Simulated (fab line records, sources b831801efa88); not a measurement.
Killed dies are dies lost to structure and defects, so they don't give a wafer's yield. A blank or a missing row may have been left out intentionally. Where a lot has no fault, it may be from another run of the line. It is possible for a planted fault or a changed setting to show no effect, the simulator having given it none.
fab line records || flow sky130 || part 2 of 2: steps 27 to 35 of 35
record: {"lots": 5, "wafers": 15, "last_day": 49}
route steps=708 shown CAPM@538 METAL3@555
lots with no fault: from the same line, run without faults
start_h: the number of hours between the record's first day and the start of the first shown wafer of the lot || wait_h: hours from the lot's prior step to this one || " same as the row above || L1.1+2: one row covering several wafers at once || - no value, or no start given || * or withheld: withheld || < > ~ a bound
route shown NAME@n: names a module that has steps shown in the file, with the first one's number in the route || usual: average and standard deviation across the fault-free wafers || same: alike in all rows || chamber/n: place in a boat || sites: the reading at each site || _std_site: how widely they spread, as a standard deviation || _edge_site: inner sites' mean taken away from outer sites' mean || radius_mm: for every site, how far away it sits from the centre of the wafer || mask NAME#n: copy n || behind: the tool/chamber that last shaped the wafer || hold: why the lot went on hold/how many hours it stayed there/how the hold came to an end || device: the n, p or np transistor that did not switch || end of line: the route-end tests of the same wafers || step lacking rows: just its recipe || killed: count of dies lost to structure and defects at first sort (not the wafer's yield) || map: a wafer's dies, x killed, . not, _ none there
set.NAME: the setting that was run; set.NAME@STEP: the one run at that earlier step || model.NAME: the simulator's own value behind a step, which no gauge read
lots at selected steps of the route; one table per step, one row per wafer
services: from which hour (start_h, from the record's first day; less than 0 if before it) a tool's chamber was out of use, for how many hours, and why
== steps ==
step: SKY_METAL3_OVL_MEAS_14
usual: {"METAL3_OVL": "-7/5.4"}
{"lot.wafer": "L075.1", "tool": "overlay-01", "chamber": "-", "start_h": 904.79, "wait_h": 0.1, "METAL3_OVL[nm]": -22}
{"lot.wafer": "L075.3", "tool": "overlay-01", "chamber": "-", "start_h": 904.79, "wait_h": 0.1, "METAL3_OVL[nm]": -17}
{"lot.wafer": "L075.4", "tool": "overlay-01", "chamber": "-", "start_h": 904.79, "wait_h": 0.1, "METAL3_OVL[nm]": -10}
{"lot.wafer": "L085.1", "tool": "overlay-02", "chamber": "-", "start_h": 977.19, "wait_h": 0.1, "METAL3_OVL[nm]": 2}
{"lot.wafer": "L085.4", "tool": "overlay-02", "chamber": "-", "start_h": 977.19, "wait_h": 0.1, "METAL3_OVL[nm]": -2}
{"lot.wafer": "L085.5", "tool": "overlay-02", "chamber": "-", "start_h": 977.19, "wait_h": 0.1, "METAL3_OVL[nm]": -6}
{"lot.wafer": "L087.2", "tool": "overlay-01", "chamber": "-", "start_h": 988.50, "wait_h": 0.1, "METAL3_OVL[nm]": -5}
{"lot.wafer": "L087.4", "tool": "overlay-01", "chamber": "-", "start_h": 988.50, "wait_h": 0.1, "METAL3_OVL[nm]": -6}
{"lot.wafer": "L087.5", "tool": "overlay-01", "chamber": "-", "start_h": 988.50, "wait_h": 0.1, "METAL3_OVL[nm]": -9}
{"lot.wafer": "L091.1", "tool": "overlay-02", "chamber": "-", "start_h": 1032.99, "wait_h": 0.1, "METAL3_OVL[nm]": -6}
{"lot.wafer": "L091.2", "tool": "overlay-02", "chamber": "-", "start_h": 1032.99, "wait_h": 0.1, "METAL3_OVL[nm]": 2}
{"lot.wafer": "L091.4", "tool": "overlay-02", "chamber": "-", "start_h": 1032.99, "wait_h": 0.1, "METAL3_OVL[nm]": -8}
{"lot.wafer": "L093.2", "tool": "overlay-02", "chamber": "-", "start_h": 1034.34, "wait_h": 0.1, "METAL3_OVL[nm]": -13}
{"lot.wafer": "L093.3", "tool": "overlay-02", "chamber": "-", "start_h": 1034.34, "wait_h": 0.1, "METAL3_OVL[nm]": -1}
{"lot.wafer": "L093.6", "tool": "overlay-02", "chamber": "-", "start_h": 1034.34, "wait_h": 0.1, "METAL3_OVL[nm]": -16}
step: SKY_METAL3_DESCUM_15
recipe: {"chemistry": "O2", "source_power_w": 150, "bias_power_w": 0, "pressure_mtorr": 10, "temp_c": 40, "time_s": 8}
usual: {"drypump_motor_current_A": "5.43/0.3", "oes_product_au": "1.005/0.011"}
{"lot.wafer": "L075.1", "tool": "rie_metal-02", "chamber": 0, "start_h": 904.83, "wait_h": 0.0, "drypump_motor_current_A": 5.20, "oes_product_au": 0.986, "rf_hours_counter_h": 1}
{"lot.wafer": "L075.3", "tool": "rie_metal-02", "chamber": 0, "start_h": 904.83, "wait_h": 0.0, "drypump_motor_current_A": 5.23, "oes_product_au": 0.984, "rf_hours_counter_h": "-"}
{"lot.wafer": "L075.4", "tool": "rie_metal-02", "chamber": 1, "start_h": 904.83, "wait_h": 0.0, "drypump_motor_current_A": 4.80, "oes_product_au": 0.992, "rf_hours_counter_h": "-"}
{"lot.wafer": "L085.1", "tool": "rie_metal-03", "chamber": 1, "start_h": 977.22, "wait_h": 0.0, "drypump_motor_current_A": 5.88, "oes_product_au": 1.005, "rf_hours_counter_h": 19}
{"lot.wafer": "L085.4", "tool": "rie_metal-03", "chamber": 0, "start_h": 977.22, "wait_h": 0.0, "drypump_motor_current_A": 5.31, "oes_product_au": 1.010, "rf_hours_counter_h": "-"}
{"lot.wafer": "L085.5", "tool": "rie_metal-03", "chamber": 0, "start_h": 977.22, "wait_h": 0.0, "drypump_motor_current_A": 5.31, "oes_product_au": 1.011, "rf_hours_counter_h": "-"}
{"lot.wafer": "L087.2", "tool": "rie_metal-02", "chamber": 0, "start_h": 988.53, "wait_h": 0.0, "drypump_motor_current_A": 5.20, "oes_product_au": 0.994, "rf_hours_counter_h": 6}
{"lot.wafer": "L087.4", "tool": "rie_metal-02", "chamber": 0, "start_h": 988.53, "wait_h": 0.0, "drypump_motor_current_A": 5.22, "oes_product_au": 0.987, "rf_hours_counter_h": "-"}
{"lot.wafer": "L087.5", "tool": "rie_metal-02", "chamber": 1, "start_h": 988.53, "wait_h": 0.0, "drypump_motor_current_A": 4.81, "oes_product_au": 1.008, "rf_hours_counter_h": "-"}
{"lot.wafer": "L091.1", "tool": "rie_metal-01", "chamber": 0, "start_h": 1033.03, "wait_h": 0.0, "drypump_motor_current_A": 5.45, "oes_product_au": 1.009, "rf_hours_counter_h": 22}
{"lot.wafer": "L091.2", "tool": "rie_metal-01", "chamber": 1, "start_h": 1033.03, "wait_h": 0.0, "drypump_motor_current_A": 5.62, "oes_product_au": 1.025, "rf_hours_counter_h": 15}
{"lot.wafer": "L091.4", "tool": "rie_metal-01", "chamber": 1, "start_h": 1033.03, "wait_h": 0.0, "drypump_motor_current_A": 5.61, "oes_product_au": 1.012, "rf_hours_counter_h": "-"}
{"lot.wafer": "L093.2", "tool": "rie_metal-03", "chamber": 1, "start_h": 1034.37, "wait_h": 0.0, "drypump_motor_current_A": 5.89, "oes_product_au": 0.992, "rf_hours_counter_h": 22}
{"lot.wafer": "L093.3", "tool": "rie_metal-03", "chamber": 0, "start_h": 1034.37, "wait_h": 0.0, "drypump_motor_current_A": 5.33, "oes_product_au": 1.005, "rf_hours_counter_h": "-"}
{"lot.wafer": "L093.6", "tool": "rie_metal-03", "chamber": 0, "start_h": 1034.37, "wait_h": 0.0, "drypump_motor_current_A": 5.35, "oes_product_au": 1.011, "rf_hours_counter_h": "-"}
step: SKY_METAL3_ETCH_16
recipe: {"chemistry": "N2/H2", "target": "BARC", "ion_energy_ev": 200, "bias_w": 100, "pressure_mtorr": 30, "n2_flow_sccm": 100, "h2_flow_sccm": 200, "icp_w": 500, "stop_on": "SiO2", "time_s": 88.2, "target_depth_a": 600}
usual: {"drypump_motor_current_A": "5.44/0.3", "oes_product_au": "0.626/0.0047", "throttle_valve_pct": "13.204/0.0081"}
{"lot.wafer": "L075.1", "tool": "rie_metal-02", "chamber": 0, "start_h": 904.86, "wait_h": 0.0, "drypump_motor_current_A": 5.22, "oes_product_au": 0.617, "rf_hours_counter_h": 1, "throttle_valve_pct": 13.186}
{"lot.wafer": "L075.3", "tool": "rie_metal-02", "chamber": 0, "start_h": 904.86, "wait_h": 0.0, "drypump_motor_current_A": 5.20, "oes_product_au": 0.618, "rf_hours_counter_h": "-", "throttle_valve_pct": 13.207}
{"lot.wafer": "L075.4", "tool": "rie_metal-02", "chamber": 1, "start_h": 904.86, "wait_h": 0.0, "drypump_motor_current_A": 4.82, "oes_product_au": 0.621, "rf_hours_counter_h": "-", "throttle_valve_pct": 13.195}
{"lot.wafer": "L085.1", "tool": "rie_metal-03", "chamber": 1, "start_h": 977.25, "wait_h": 0.0, "drypump_motor_current_A": 5.92, "oes_product_au": 0.622, "rf_hours_counter_h": 19, "throttle_valve_pct": 13.204}
{"lot.wafer": "L085.4", "tool": "rie_metal-03", "chamber": 0, "start_h": 977.25, "wait_h": 0.0, "drypump_motor_current_A": 5.33, "oes_product_au": 0.628, "rf_hours_counter_h": "-", "throttle_valve_pct": 13.201}
{"lot.wafer": "L085.5", "tool": "rie_metal-03", "chamber": 0, "start_h": 977.25, "wait_h": 0.0, "drypump_motor_current_A": 5.33, "oes_product_au": 0.624, "rf_hours_counter_h": "-", "throttle_valve_pct": 13.213}
{"lot.wafer": "L087.2", "tool": "rie_metal-02", "chamber": 0, "start_h": 988.56, "wait_h": 0.0, "drypump_motor_current_A": 5.20, "oes_product_au": 0.621, "rf_hours_counter_h": 6, "throttle_valve_pct": 13.201}
{"lot.wafer": "L087.4", "tool": "rie_metal-02", "chamber": 0, "start_h": 988.56, "wait_h": 0.0, "drypump_motor_current_A": 5.21, "oes_product_au": 0.624, "rf_hours_counter_h": "-", "throttle_valve_pct": 13.208}
{"lot.wafer": "L087.5", "tool": "rie_metal-02", "chamber": 1, "start_h": 988.56, "wait_h": 0.0, "drypump_motor_current_A": 4.82, "oes_product_au": 0.621, "rf_hours_counter_h": "-", "throttle_valve_pct": 13.205}
{"lot.wafer": "L091.1", "tool": "rie_metal-01", "chamber": 0, "start_h": 1033.06, "wait_h": 0.0, "drypump_motor_current_A": 5.42, "oes_product_au": 0.623, "rf_hours_counter_h": 22, "throttle_valve_pct": 13.205}
{"lot.wafer": "L091.2", "tool": "rie_metal-01", "chamber": 1, "start_h": 1033.06, "wait_h": 0.0, "drypump_motor_current_A": 5.65, "oes_product_au": 0.633, "rf_hours_counter_h": 15, "throttle_valve_pct": 13.203}
{"lot.wafer": "L091.4", "tool": "rie_metal-01", "chamber": 1, "start_h": 1033.06, "wait_h": 0.0, "drypump_motor_current_A": 5.63, "oes_product_au": 0.633, "rf_hours_counter_h": "-", "throttle_valve_pct": 13.200}
{"lot.wafer": "L093.2", "tool": "rie_metal-03", "chamber": 1, "start_h": 1034.40, "wait_h": 0.0, "drypump_motor_current_A": 5.91, "oes_product_au": 0.626, "rf_hours_counter_h": 22, "throttle_valve_pct": 13.206}
{"lot.wafer": "L093.3", "tool": "rie_metal-03", "chamber": 0, "start_h": 1034.40, "wait_h": 0.0, "drypump_motor_current_A": 5.31, "oes_product_au": 0.629, "rf_hours_counter_h": "-", "throttle_valve_pct": 13.200}
{"lot.wafer": "L093.6", "tool": "rie_metal-03", "chamber": 0, "start_h": 1034.40, "wait_h": 0.0, "drypump_motor_current_A": 5.31, "oes_product_au": 0.625, "rf_hours_counter_h": "-", "throttle_valve_pct": 13.204}
step: SKY_METAL3_ETCH_17
recipe: {"target": "SiO2", "stop_on": "TiN", "chemistry": "C4F8/O2/Ar", "source_w": 1500, "bias_w": 1200, "pressure_mtorr": 40, "c4f8_flow_sccm": "withheld", "O2_flow_sccm": 6, "Ar_flow_sccm": 300, "time_s": 3.9, "target_depth_a": 150}
usual: {"oes_product_au": "0.753/0.0077"}
{"lot.wafer": "L075.1", "tool": "rie_diel-01", "chamber": 0, "start_h": 904.96, "wait_h": 0.1, "oes_product_au": 0.752}
{"lot.wafer": "L075.3", "tool": "rie_diel-01", "chamber": 2, "start_h": 904.96, "wait_h": 0.1, "oes_product_au": 0.747}
{"lot.wafer": "L075.4", "tool": "rie_diel-01", "chamber": 1, "start_h": 904.96, "wait_h": 0.1, "oes_product_au": 0.742}
{"lot.wafer": "L085.1", "tool": "rie_diel-03", "chamber": 0, "start_h": 977.35, "wait_h": 0.1, "oes_product_au": 0.755}
{"lot.wafer": "L085.4", "tool": "rie_diel-03", "chamber": 2, "start_h": 977.35, "wait_h": 0.1, "oes_product_au": 0.761}
{"lot.wafer": "L085.5", "tool": "rie_diel-03", "chamber": 3, "start_h": 977.35, "wait_h": 0.1, "oes_product_au": 0.756}
{"lot.wafer": "L087.2", "tool": "rie_diel-01", "chamber": 2, "start_h": 988.66, "wait_h": 0.1, "oes_product_au": 0.742}
{"lot.wafer": "L087.4", "tool": "rie_diel-01", "chamber": 3, "start_h": 988.66, "wait_h": 0.1, "oes_product_au": 0.759}
{"lot.wafer": "L087.5", "tool": "rie_diel-01", "chamber": 3, "start_h": 988.66, "wait_h": 0.1, "oes_product_au": 0.747}
{"lot.wafer": "L091.1", "tool": "rie_diel-01", "chamber": 3, "start_h": 1033.16, "wait_h": 0.1, "oes_product_au": 0.752}
{"lot.wafer": "L091.2", "tool": "rie_diel-01", "chamber": 0, "start_h": 1033.16, "wait_h": 0.1, "oes_product_au": 0.757}
{"lot.wafer": "L091.4", "tool": "rie_diel-01", "chamber": 2, "start_h": 1033.16, "wait_h": 0.1, "oes_product_au": 0.750}
{"lot.wafer": "L093.2", "tool": "rie_diel-01", "chamber": 2, "start_h": 1034.50, "wait_h": 0.1, "oes_product_au": 0.751}
{"lot.wafer": "L093.3", "tool": "rie_diel-01", "chamber": 1, "start_h": 1034.50, "wait_h": 0.1, "oes_product_au": 0.744}
{"lot.wafer": "L093.6", "tool": "rie_diel-01", "chamber": 2, "start_h": 1034.50, "wait_h": 0.1, "oes_product_au": 0.743}
step: SKY_METAL3_METAL_ETCH_18
recipe: {"target_depth_a": 8450, "stop_on": "SiO2", "over_etch_frac": 0.3, "time_s": 183.1, "chemistry": "Cl2/BCl3", "resist_sidewall_deg": 88, "pressure_mtorr": 10, "icp_w": 900, "bias_w": 48.5, "Cl2_flow_sccm": 60, "bcl3_flow_sccm": 30}
usual: {"drypump_motor_current_A": "5.3/0.37", "oes_product_au": "0.867/0.0061", "throttle_valve_pct": "22.265/0.0086"}
{"lot.wafer": "L075.1", "tool": "rie_metal-01", "chamber": 1, "start_h": 904.98, "wait_h": 0.0, "drypump_motor_current_A": 5.6, "oes_product_au": 0.866, "rf_hours_counter_h": 9, "throttle_valve_pct": 22.265}
{"lot.wafer": "L075.3", "tool": "rie_metal-01", "chamber": 1, "start_h": 904.98, "wait_h": 0.0, "drypump_motor_current_A": 5.6, "oes_product_au": 0.854, "rf_hours_counter_h": "-", "throttle_valve_pct": 22.268}
{"lot.wafer": "L075.4", "tool": "rie_metal-01", "chamber": 0, "start_h": 904.98, "wait_h": 0.0, "drypump_motor_current_A": 5.4, "oes_product_au": 0.861, "rf_hours_counter_h": "-", "throttle_valve_pct": 22.255}
{"lot.wafer": "L085.1", "tool": "rie_metal-02", "chamber": 1, "start_h": 977.37, "wait_h": 0.0, "drypump_motor_current_A": 4.8, "oes_product_au": 0.863, "rf_hours_counter_h": 16, "throttle_valve_pct": 22.257}
{"lot.wafer": "L085.4", "tool": "rie_metal-02", "chamber": 1, "start_h": 977.37, "wait_h": 0.0, "drypump_motor_current_A": 4.8, "oes_product_au": 0.857, "rf_hours_counter_h": "-", "throttle_valve_pct": 22.251}
{"lot.wafer": "L085.5", "tool": "rie_metal-02", "chamber": 0, "start_h": 977.37, "wait_h": 0.0, "drypump_motor_current_A": 5.2, "oes_product_au": 0.860, "rf_hours_counter_h": "-", "throttle_valve_pct": 22.274}
{"lot.wafer": "L087.2", "tool": "rie_metal-03", "chamber": 0, "start_h": 988.68, "wait_h": 0.0, "drypump_motor_current_A": 5.3, "oes_product_au": 0.864, "rf_hours_counter_h": 9, "throttle_valve_pct": 22.266}
{"lot.wafer": "L087.4", "tool": "rie_metal-03", "chamber": 0, "start_h": 988.68, "wait_h": 0.0, "drypump_motor_current_A": 5.3, "oes_product_au": 0.882, "rf_hours_counter_h": "-", "throttle_valve_pct": 22.274}
{"lot.wafer": "L087.5", "tool": "rie_metal-03", "chamber": 0, "start_h": 988.68, "wait_h": 0.0, "drypump_motor_current_A": 5.3, "oes_product_au": 0.867, "rf_hours_counter_h": "-", "throttle_valve_pct": 22.262}
{"lot.wafer": "L091.1", "tool": "rie_metal-02", "chamber": 0, "start_h": 1033.18, "wait_h": 0.0, "drypump_motor_current_A": 5.2, "oes_product_au": 0.865, "rf_hours_counter_h": 8, "throttle_valve_pct": 22.282}
{"lot.wafer": "L091.2", "tool": "rie_metal-02", "chamber": 1, "start_h": 1033.18, "wait_h": 0.0, "drypump_motor_current_A": 4.8, "oes_product_au": 0.863, "rf_hours_counter_h": 20, "throttle_valve_pct": 22.268}
{"lot.wafer": "L091.4", "tool": "rie_metal-02", "chamber": 0, "start_h": 1033.18, "wait_h": 0.0, "drypump_motor_current_A": 5.2, "oes_product_au": 0.865, "rf_hours_counter_h": "-", "throttle_valve_pct": 22.268}
{"lot.wafer": "L093.2", "tool": "rie_metal-01", "chamber": 0, "start_h": 1034.52, "wait_h": 0.0, "drypump_motor_current_A": 5.4, "oes_product_au": 0.868, "rf_hours_counter_h": 22, "throttle_valve_pct": 22.264}
{"lot.wafer": "L093.3", "tool": "rie_metal-01", "chamber": 1, "start_h": 1034.52, "wait_h": 0.0, "drypump_motor_current_A": 5.6, "oes_product_au": 0.871, "rf_hours_counter_h": "-", "throttle_valve_pct": 22.260}
{"lot.wafer": "L093.6", "tool": "rie_metal-01", "chamber": 0, "start_h": 1034.52, "wait_h": 0.0, "drypump_motor_current_A": 5.4, "oes_product_au": 0.863, "rf_hours_counter_h": "-", "throttle_valve_pct": 22.251}
step: SKY_METAL3_STRIP_19
recipe: {"chemistry": "O2/N2", "power_w": 1400, "pressure_mtorr": 1500, "platen_temp_c": "withheld", "o2_flow_sccm": 3000, "n2_flow_sccm": 300, "overash_fraction": 0.5}
usual: {"drypump_motor_current_A": "5.6/0.49", "oes_product_au": "0.496/0.0058", "strip_time_to_endpoint_s": "6.38/0.093"}
{"lot.wafer": "L075.1", "tool": "plasma_asher-01", "chamber": 0, "start_h": 905.15, "wait_h": 0.1, "drypump_motor_current_A": 6.3, "oes_product_au": 0.485, "rf_hours_counter_h": 16, "strip_time_to_endpoint_s": 6.24}
{"lot.wafer": "L075.3", "tool": "plasma_asher-01", "chamber": 0, "start_h": 905.15, "wait_h": 0.1, "drypump_motor_current_A": 6.3, "oes_product_au": 0.493, "rf_hours_counter_h": "-", "strip_time_to_endpoint_s": 6.28}
{"lot.wafer": "L075.4", "tool": "plasma_asher-01", "chamber": 1, "start_h": 905.15, "wait_h": 0.1, "drypump_motor_current_A": 5.3, "oes_product_au": 0.500, "rf_hours_counter_h": "-", "strip_time_to_endpoint_s": 6.33}
{"lot.wafer": "L085.1", "tool": "plasma_asher-03", "chamber": 1, "start_h": 977.55, "wait_h": 0.1, "drypump_motor_current_A": 6.2, "oes_product_au": 0.494, "rf_hours_counter_h": 86, "strip_time_to_endpoint_s": 6.27}
{"lot.wafer": "L085.4", "tool": "plasma_asher-03", "chamber": 1, "start_h": 977.55, "wait_h": 0.1, "drypump_motor_current_A": 6.2, "oes_product_au": 0.501, "rf_hours_counter_h": "-", "strip_time_to_endpoint_s": 6.24}
{"lot.wafer": "L085.5", "tool": "plasma_asher-03", "chamber": 1, "start_h": 977.55, "wait_h": 0.1, "drypump_motor_current_A": 6.2, "oes_product_au": 0.490, "rf_hours_counter_h": "-", "strip_time_to_endpoint_s": 6.33}
{"lot.wafer": "L087.2", "tool": "plasma_asher-01", "chamber": 0, "start_h": 988.86, "wait_h": 0.1, "drypump_motor_current_A": 6.4, "oes_product_au": 0.500, "rf_hours_counter_h": 25, "strip_time_to_endpoint_s": 6.31}
{"lot.wafer": "L087.4", "tool": "plasma_asher-01", "chamber": 0, "start_h": 988.86, "wait_h": 0.1, "drypump_motor_current_A": 6.3, "oes_product_au": 0.497, "rf_hours_counter_h": "-", "strip_time_to_endpoint_s": 6.34}
{"lot.wafer": "L087.5", "tool": "plasma_asher-01", "chamber": 0, "start_h": 988.86, "wait_h": 0.1, "drypump_motor_current_A": 6.3, "oes_product_au": 0.495, "rf_hours_counter_h": "-", "strip_time_to_endpoint_s": 6.28}
{"lot.wafer": "L091.1", "tool": "plasma_asher-02", "chamber": 0, "start_h": 1033.36, "wait_h": 0.1, "drypump_motor_current_A": 5.0, "oes_product_au": 0.493, "rf_hours_counter_h": 124, "strip_time_to_endpoint_s": 6.57}
{"lot.wafer": "L091.2", "tool": "plasma_asher-02", "chamber": 1, "start_h": 1033.36, "wait_h": 0.1, "drypump_motor_current_A": 5.5, "oes_product_au": 0.492, "rf_hours_counter_h": 124, "strip_time_to_endpoint_s": 6.42}
{"lot.wafer": "L091.4", "tool": "plasma_asher-02", "chamber": 1, "start_h": 1033.36, "wait_h": 0.1, "drypump_motor_current_A": 5.6, "oes_product_au": 0.505, "rf_hours_counter_h": "-", "strip_time_to_endpoint_s": 6.55}
{"lot.wafer": "L093.2", "tool": "plasma_asher-03", "chamber": 1, "start_h": 1034.70, "wait_h": 0.1, "drypump_motor_current_A": 6.2, "oes_product_au": 0.494, "rf_hours_counter_h": 92, "strip_time_to_endpoint_s": 6.26}
{"lot.wafer": "L093.3", "tool": "plasma_asher-03", "chamber": 0, "start_h": 1034.70, "wait_h": 0.1, "drypump_motor_current_A": 6.1, "oes_product_au": 0.491, "rf_hours_counter_h": "-", "strip_time_to_endpoint_s": 6.30}
{"lot.wafer": "L093.6", "tool": "plasma_asher-03", "chamber": 1, "start_h": 1034.70, "wait_h": 0.1, "drypump_motor_current_A": 6.2, "oes_product_au": 0.490, "rf_hours_counter_h": "-", "strip_time_to_endpoint_s": 6.33}
step: SKY_METAL3_STRIP_20
recipe: {"chemistry": "post_etch_residue_remover", "time_s": 1200, "temp_c": 72.5}
{"lot.wafer": "L075.1+3+4", "tool": "wet_bench-04", "chamber": 3, "start_h": 905.25, "wait_h": 0.1}
{"lot.wafer": "L085.1+4+5", "tool": "wet_bench-02", "chamber": 2, "start_h": 977.65, "wait_h": 0.1}
{"lot.wafer": "L087.2+4+5", "tool": "wet_bench-04", "chamber": 1, "start_h": 988.96, "wait_h": 0.1}
{"lot.wafer": "L091.1+2+4", "tool": "wet_bench-02", "chamber": 2, "start_h": 1033.46, "wait_h": 0.1}
{"lot.wafer": "L093.2+3+6", "tool": "wet_bench-02", "chamber": 2, "start_h": 1034.80, "wait_h": 0.1}
step: SKY_METAL3_CLEAN_21
recipe: {"chemistry": "IPA", "time_s": 180, "temp_c": 25}
{"lot.wafer": "L075.1+3+4", "tool": "wet_bench-02", "chamber": 3, "start_h": 905.66, "wait_h": 0.0}
{"lot.wafer": "L085.1+4+5", "tool": "wet_bench-04", "chamber": 2, "start_h": 977.99, "wait_h": 0.0}
{"lot.wafer": "L087.2+4+5", "tool": "wet_bench-03", "chamber": 2, "start_h": 989.30, "wait_h": 0.0}
{"lot.wafer": "L091.1+2+4", "tool": "wet_bench-03", "chamber": 2, "start_h": 1033.80, "wait_h": 0.0}
{"lot.wafer": "L093.2+3+6", "tool": "wet_bench-03", "chamber": 3, "start_h": 1035.14, "wait_h": 0.0}
step: SKY_METAL3_CLEAN_22
recipe: {"chemistry": "O3/DIW", "dry": "n2_spin"}
{"lot.wafer": "L075.1+3+4", "tool": "wet_bench-04", "chamber": 0, "start_h": 905.72, "wait_h": 0.0}
{"lot.wafer": "L085.1+4+5", "tool": "wet_bench-03", "chamber": 1, "start_h": 978.05, "wait_h": 0.0}
{"lot.wafer": "L087.2+4+5", "tool": "wet_bench-04", "chamber": 2, "start_h": 989.36, "wait_h": 0.0}
{"lot.wafer": "L091.1+2+4", "tool": "wet_bench-04", "chamber": 1, "start_h": 1033.86, "wait_h": 0.0}
{"lot.wafer": "L093.2+3+6", "tool": "wet_bench-04", "chamber": 1, "start_h": 1035.20, "wait_h": 0.0}
== services ==
{"tool": "plasma_asher-03", "chamber": "-", "start_h": 831.67, "hours": 6.7, "kind": "repair"}
{"tool": "krf_scanner-02", "chamber": "-", "start_h": 836.71, "hours": 3.8, "kind": "repair"}
{"tool": "wet_bench-03", "chamber": "-", "start_h": 840.83, "hours": 11.8, "kind": "repair"}
{"tool": "iline_stepper-01", "chamber": "-", "start_h": 840.91, "hours": 2.1, "kind": "pm"}
{"tool": "plasma_asher-04", "chamber": "-", "start_h": 846.56, "hours": 14.6, "kind": "pm"}
{"tool": "krf_scanner-02", "chamber": "-", "start_h": 848.26, "hours": 80.5, "kind": "repair"}
{"tool": "pvd_sputter-02", "chamber": "-", "start_h": 848.31, "hours": 1.7, "kind": "repair"}
{"tool": "iline_stepper-02", "chamber": "-", "start_h": 848.66, "hours": 2.9, "kind": "repair"}
{"tool": "iline_stepper-02", "chamber": "-", "start_h": 882.59, "hours": 7.8, "kind": "repair"}
{"tool": "rie_metal-01", "chamber": "-", "start_h": 907.06, "hours": 2.8, "kind": "pm"}
{"tool": "wet_bench-03", "chamber": "-", "start_h": 914.68, "hours": 1.7, "kind": "repair"}
{"tool": "rie_metal-03", "chamber": 0, "start_h": 921.33, "hours": 12.8, "kind": "repair"}
{"tool": "rie_metal-02", "chamber": 1, "start_h": 921.34, "hours": 1.1, "kind": "repair"}
{"tool": "krf_scanner-01", "chamber": "-", "start_h": 930.51, "hours": 0.8, "kind": "pm"}
{"tool": "rie_diel-01", "chamber": 2, "start_h": 932.80, "hours": 2.6, "kind": "repair"}
{"tool": "krf_scanner-01", "chamber": "-", "start_h": 934.86, "hours": 1.0, "kind": "pm"}
{"tool": "wet_bench-01", "chamber": "-", "start_h": 940.19, "hours": 0.5, "kind": "repair"}
{"tool": "rie_metal-03", "chamber": 0, "start_h": 955.49, "hours": 9.2, "kind": "repair"}
{"tool": "krf_scanner-01", "chamber": "-", "start_h": 963.13, "hours": 1.3, "kind": "pm"}
{"tool": "rie_diel-01", "chamber": 2, "start_h": 976.88, "hours": 6.3, "kind": "repair"}
{"tool": "plasma_asher-03", "chamber": "-", "start_h": 988.37, "hours": 4.0, "kind": "repair"}
{"tool": "rie_metal-02", "chamber": 0, "start_h": 1008.87, "hours": 22.0, "kind": "repair"}
{"tool": "rie_diel-01", "chamber": "-", "start_h": 1010.50, "hours": 2.8, "kind": "pm"}
{"tool": "iline_stepper-02", "chamber": "-", "start_h": 1020.53, "hours": 1.7, "kind": "pm"}
